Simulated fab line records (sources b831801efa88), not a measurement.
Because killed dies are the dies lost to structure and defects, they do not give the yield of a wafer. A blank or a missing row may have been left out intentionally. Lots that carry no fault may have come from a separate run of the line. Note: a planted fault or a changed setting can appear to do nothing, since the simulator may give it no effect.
Struck lot and sound lot, side by side -- flow gf180mcu -- 14 out of 602 route steps
Sound: these wafers, L122.3, L122.4, L122.5. Struck: wafers L131.3, L131.5, L131.6. The cause comes at the end.
Each step with rows lists, per side, the tool, then ch with its chambers, then its first start. Under that, the readings that differ: sound wafers -- struck wafers -- difference of the means -- sigmas: that difference in standard deviations of wafers without a fault.
alike: a reading whose means differ by less than 2 such deviations, as well as words and numbers matching on both sides. not compared: withheld readings; readings where some wafer has no value; bounds like >300 that might hide an equal value; numbers whose values overlap and for which the record gives no deviation.
Wherever a step has rows on one side only, a row that says differs or no value, or a row with sigmas, the two part there. Non-overlapping numbers with no deviation appear without sigmas and do not part them. Lack of a reading on every wafer of one side parts them only where that side has two or more wafers.

first, 1 step without rows for these wafers: GF_V5_CMP_26 (polishes, stops on SiO2, t overpolish 15 s, target thk 0 nm).
GF_TOP_METAL_SPUTTER_00: material Ti, target thk 37.5 nm, time 150 s.
  sound: pvd-sputter-02 at day 30 12:17; struck: pvd-sputter-04 at day 33 00:49
  alike: throttle-valve-pct
GF_TOP_METAL_SPUTTER_01: material TiN, target thk 30 nm, time 25 s.
  sound: pvd-sputter-02 at day 30 12:23; struck: pvd-sputter-04 at day 33 00:55
  alike: throttle-valve-pct
GF_TOP_METAL_SPUTTER_02: material AlCu, target thk 900 nm, time 47.82 s.
  sound: pvd-sputter-02 at day 30 12:25; struck: pvd-sputter-04 at day 33 00:56
  alike: throttle-valve-pct
GF_TOP_METAL_SPUTTER_03: material Ti, target thk 5 nm, time 3.3 s.
  sound: pvd-sputter-02 at day 30 12:27; struck: pvd-sputter-04 at day 33 00:59
  alike: throttle-valve-pct
GF_TOP_METAL_SPUTTER_04: material TiN, target thk 25 nm, time 20.8 s.
  sound: pvd-sputter-02 at day 30 12:28; struck: pvd-sputter-04 at day 33 01:00
  alike: throttle-valve-pct
GF_TOP_METAL_RS_MEAS_05: measures by four-point-probe.
  sound: film-metro-04 at day 30 12:32; struck: film-metro-01 at day 33 01:04
  alike: TOP_METAL_ALCU_RS
GF_TOP_METAL_THK_MEAS_06: measures by xrf.
  sound: film-metro-04 at day 30 12:38; struck: film-metro-01 at day 33 01:10
  alike: TOP_METAL_ALCU_THK
then, 4 steps without rows for these wafers: GF_TOP_METAL_DEHYDRATE_07 (time 60 s); GF_TOP_METAL_HMDS_08 (prime time 60 s); GF_TOP_METAL_COAT_09 (resist thk 1500 nm); GF_TOP_METAL_SOFTBAKE_10 (time 60 s).
GF_TOP_METAL_EXPOSE_11: exposes mask MetalTop, target cd 440 nm.
  struck on iline-stepper-02, day 33 08:59; sound on iline-stepper-02 ch 0, day 30 19:35
  no value came back on the struck wafers for exposure-dose-mJ-cm2, focus-offset-nm (nm), na, sigma-outer; on the sound wafers exposure-dose-mJ-cm2 reads 169.64 169.59 169.91
  alike: mask
next, for these wafers, 1 step has no rows: GF_TOP_METAL_PEB_12.

## WHERE THEY PART
GF_TOP_METAL_EXPOSE_11 only, going by this record.

WHY: the cause the simulator had injected
Whole step skipped at GF_TOP_METAL_EXPOSE_11 on iline-stepper-02, starting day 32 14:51. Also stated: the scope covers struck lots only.
